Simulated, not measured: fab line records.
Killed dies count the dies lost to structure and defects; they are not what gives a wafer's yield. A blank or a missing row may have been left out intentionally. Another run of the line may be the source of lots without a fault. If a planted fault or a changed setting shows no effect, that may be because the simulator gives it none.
Which tool was responsible? | flow sky130 | 13 lots, 39 wafers sampled, at 6 steps of a route of 708

## WHAT THE GAUGES READ, wafer by wafer
SKY_GATE_OXIDE_OVL_MEAS_10. Usual: for GATE_OXIDE_OVL the level is 1.2 nm and the standard deviation is 1.3.
lot  | measured     | on         | GATE_OXIDE_OVL (nm) | flag
L286 | day 13 18:28 | overlay-01 | 3.1 4.0 4.1         |
L289 | day 14 18:44 | overlay-02 | 1.2 1.5 0.8         |
L290 | day 15 04:20 | overlay-02 | -1.8 0.9 0.5        |
L291 | day 15 10:53 | overlay-02 | 0.0 1.8 0.7         |
L292 | day 15 17:07 | overlay-02 | -0.2 -1.0 -1.8      |
L302 | day 20 03:58 | overlay-02 | 2.3 1.0 0.4         |
L304 | day 20 12:59 | overlay-01 | 1.8 2.6 1.7         |
L303 | day 20 17:40 | overlay-01 | 0.2 1.0 1.5         |
L305 | day 20 20:55 | overlay-02 | 2.0 1.6 2.3         |
L306 | day 21 07:01 | overlay-02 | 2.1 1.5 2.3         |
L308 | day 21 15:43 | overlay-02 | 1.3 1.9 0.8         |
L307 | day 21 16:50 | overlay-02 | 1.0 1.0 1.0         |
L309 | day 21 22:43 | overlay-02 | -0.5 1.6 -0.1       |

SKY_RES_PROTECT_TW_MEAS_08. Usual: for POLY_GATE_TW the level is 4017 and the standard deviation is 31.
lot  | measured     | on            | POLY_GATE_TW   | flag
L286 | day 15 01:28 | film_metro-02 | 4000 4011 4008 |
L289 | day 16 02:25 | film_metro-02 | 4023 4043 4033 |
L290 | day 16 14:47 | film_metro-02 | 4029 4006 4008 |
L291 | day 16 17:56 | film_metro-04 | 4040 4052 4056 |
L292 | day 17 00:23 | film_metro-03 | 3986 4014 4002 |
L302 | day 21 14:08 | film_metro-03 | 3982 3971 3962 |
L304 | day 21 22:55 | film_metro-03 | 3973 3959 3951 |
L303 | day 22 04:13 | film_metro-02 | 4031 4008 3997 |
L305 | day 22 06:16 | film_metro-03 | 3992 3984 3969 |
L306 | day 22 16:49 | film_metro-04 | 4042 4032 4053 |
L308 | day 23 01:59 | film_metro-03 | 3961 3955 3961 |
L307 | day 23 03:30 | film_metro-04 | 4042 4057 4061 |
L309 | day 23 09:13 | film_metro-03 | 3988 3972 3979 |

SKY_POLY_GATE_THK_MEAS_21. Usual: for POLY_GATE_OXIDATION_THK the level is 4.05 nm and the standard deviation is 0.078.
lot  | measured     | on            | POLY_GATE_OXIDATION_THK (nm) | flag
L286 | day 16 11:50 | film_metro-03 | 4.01 4.09 4.05               |
L289 | day 17 12:45 | film_metro-01 | 4.18 4.11 4.15               |
L290 | day 18 02:35 | film_metro-03 | 4.10 4.16 4.14               |
L291 | day 18 06:32 | film_metro-02 | 4.17 4.14 4.13               |
L292 | day 18 10:46 | film_metro-01 | 4.07 4.05 4.11               |
L302 | day 23 00:29 | film_metro-01 | 4.13 4.04 4.08               |
L304 | day 23 09:59 | film_metro-03 | 4.14 4.08 4.06               |
L303 | day 23 14:40 | film_metro-03 | 3.91 3.89 3.95               |
L305 | day 23 16:23 | film_metro-02 | 3.93 3.99 4.01               |
L306 | day 24 02:29 | film_metro-03 | 3.98 3.96 3.93               |
L308 | day 24 11:41 | film_metro-03 | 3.99 3.98 3.94               |
L307 | day 24 12:58 | film_metro-02 | 4.06 4.21 4.11               |
L309 | day 24 18:25 | film_metro-02 | 4.00 4.02 3.93               |

SKY_LDD_P_CD_MEAS_07: the cd target is 380 nm. Usual: 380.6 nm for cd_nm, sd 2.2.
lot  | measured     | on        | cd_nm (nm)        | flag
L286 | day 18 23:55 | cd_sem-01 | 376.5 378.0 377.0 |
L289 | day 20 01:48 | cd_sem-02 | 381.9 383.0 384.8 |
L290 | day 20 17:25 | cd_sem-01 | 382.6 381.1 382.5 |
L291 | day 20 20:39 | cd_sem-01 | 380.3 382.5 382.1 |
L292 | day 21 01:44 | cd_sem-02 | - - -             | OFF
L302 | day 25 12:47 | cd_sem-02 | 379.5 378.4 379.2 |
L304 | day 25 22:26 | cd_sem-02 | 379.6 381.1 379.8 |
L303 | day 26 02:37 | cd_sem-01 | 378.7 377.2 375.1 |
L305 | day 26 04:05 | cd_sem-01 | 378.5 377.8 378.3 |
L306 | day 26 14:28 | cd_sem-01 | 381.4 380.4 383.4 |
L308 | day 26 23:15 | cd_sem-02 | 378.5 382.4 380.1 |
L307 | day 27 00:34 | cd_sem-01 | 377.9 378.3 380.4 |
L309 | day 27 06:37 | cd_sem-02 | 380.1 382.1 381.4 |

SKY_LDD_P_TW_MEAS_11. Usual: for LDD_P_TW the level is 636 and the standard deviation is 3.4.
lot  | measured     | on            | LDD_P_TW    | flag
L286 | day 19 00:20 | film_metro-02 | 632 633 632 |
L289 | day 20 02:11 | film_metro-02 | 639 635 639 |
L290 | day 20 17:48 | film_metro-04 | 637 636 639 |
L291 | day 20 21:02 | film_metro-02 | 638 640 638 |
L292 | day 21 02:08 | film_metro-01 | 30 30 30    | OFF
L302 | day 25 13:11 | film_metro-02 | 636 635 633 |
L304 | day 25 22:50 | film_metro-02 | 637 637 636 |
L303 | day 26 03:02 | film_metro-02 | 633 634 633 |
L305 | day 26 04:29 | film_metro-02 | 632 634 635 |
L306 | day 26 14:51 | film_metro-01 | 634 638 637 |
L308 | day 26 23:38 | film_metro-01 | 640 638 639 |
L307 | day 27 00:57 | film_metro-02 | 632 635 635 |
L309 | day 27 07:02 | film_metro-04 | 643 639 644 |

## EACH LOT AND THE TOOL THAT RAN IT (in order: tool; ch and the chambers of the sampled wafers; start)
lot  | SKY_LDD_P_EXPOSE_04
L286 | iline_stepper-02 ch 0, day 18 08:55
L289 | iline_stepper-02 ch 0, day 19 10:18
L290 | iline_stepper-01 ch 0, day 20 02:01
L291 | iline_stepper-01 ch 0, day 20 06:12
L292 | iline_stepper-02 ch 0, day 20 10:10
L302 | iline_stepper-02 ch 0, day 24 22:38
L304 | iline_stepper-01 ch 0, day 25 07:37
L303 | iline_stepper-02 ch 0, day 25 12:10
L305 | iline_stepper-01 ch 0, day 25 14:08
L306 | iline_stepper-02 ch 0, day 26 00:26
L308 | iline_stepper-02 ch 0, day 26 08:55
L307 | iline_stepper-02 ch 0, day 26 10:20
L309 | iline_stepper-02 ch 0, day 26 16:02
- SKY_LDD_P_EXPOSE_04: exposes mask PSDM, target cd 380 nm.

## AS READ BY THE TOOLS THEMSELVES (means over the sampled wafers that have a number; for cases with no such wafer, the mark the record gives instead)
SKY_LDD_P_EXPOSE_04. Usual: 0.0 nm for focus_offset_nm, sd 0.52.
lot  | tool             | focus_offset_nm (nm) | flag
L286 | iline_stepper-02 | -0.3                 |
L289 | iline_stepper-02 | -0.0                 |
L290 | iline_stepper-01 | -0.7                 |
L291 | iline_stepper-01 | -0.3                 |
L292 | iline_stepper-02 | 0.7                  |
L302 | iline_stepper-02 | 0.7                  |
L304 | iline_stepper-01 | -0.4                 |
L303 | iline_stepper-02 | 0.2                  |
L305 | iline_stepper-01 | 0.3                  |
L306 | iline_stepper-02 | -0.4                 |
L308 | iline_stepper-02 | -0.8                 |
L307 | iline_stepper-02 | 0.7                  |
L309 | iline_stepper-02 | -0.1                 |

## THE ANSWER, worked out from the rows above alone
Rule: a lot is off if the mean of its wafers that have a number lies more than 3 standard deviations from the usual mean. A lot without any number at a reading at which 4 lots or more have one is off too. Where the step has rows for the other lots, those lots are counted as sound. After the gauges, taken in route order, come the tools' own readings; for these a lot's mean is taken, as printed above. The first step at which some lot is off is used, and at that step the reading that is off furthest; a lot without a number counts as furthest.
Off: L292, at SKY_LDD_P_CD_MEAS_07 (cd_nm). Without a number there: L292.
A tool fits if, at a process step before that reading, it ran every lot that is off, and no sound lot after the first of them. The gauges at SKY_LDD_P_CD_MEAS_07 aren't tried: what is off there is off at SKY_LDD_P_TW_MEAS_11 too, on other tools, and a gauge's error can't cause that. Not one of the candidates tried fits.

## WHAT WAS PUT IN BY THE SIMULATOR
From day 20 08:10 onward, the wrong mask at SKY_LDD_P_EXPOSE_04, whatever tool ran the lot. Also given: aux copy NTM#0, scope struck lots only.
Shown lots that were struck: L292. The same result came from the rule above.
